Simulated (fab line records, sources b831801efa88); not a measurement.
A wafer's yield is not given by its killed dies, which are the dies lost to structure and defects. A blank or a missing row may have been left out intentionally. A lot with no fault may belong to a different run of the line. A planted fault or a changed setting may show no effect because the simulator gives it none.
Matching of chambers	flow sky130	SKY_LI_CONTACT_ETCH_15 on rie-diel-02 has 4 sister chambers
The step etches PSG in C4F8/O2/Ar, stops on Si, target depth 600 nm. 4 wafers are shown with their chamber, then 7 later ones without.

== WAFERS WITH THEIR CHAMBER ==
wafer	chamber	rf-fwd-power-W (W)
L085.1	3	1484
L086.5	1	1485
L088.2	0	1500
L088.3	2	1494

== WAFERS WITHOUT THEIR CHAMBER ==
wafer	rf-fwd-power-W (W)
L088.6	1507
L089.1	1492
L089.2	1482
L089.3	1495
L097.2	1486
L097.3	1488
L097.6	1489

== WHICH CHAMBER EACH WENT THROUGH ==
wafer	from the rows above	in truth
L088.6	can't be placed: 0 or 2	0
L089.1	can't be placed: 2 or 1 or 0 or 3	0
L089.2	can't be placed: 3 or 1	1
L089.3	can't be placed: 2 or 0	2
L097.2	can't be placed: 1 or 3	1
L097.3	can't be placed: 1 or 3 or 2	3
L097.6	can't be placed: 1 or 2 or 3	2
0 of 7 placed correctly. Unplaceable from these rows: 7, with the true chamber sitting among the candidates in 7. Placed wrongly: 0.
How it was worked out, from the rows above alone: a wafer's distance from a chamber is the root of the sum, over the readings, of the square of ((its reading less the chamber's mean) divided by the reading's scatter). The wafer belongs to the nearest chamber; if the next one is less than 2 further off, it can't be placed. The mean given for a chamber averages the wafers shown for that chamber. The scatter: root of mean squared gap, hidden wafer to nearest shown wafer, with one shown wafer a chamber.
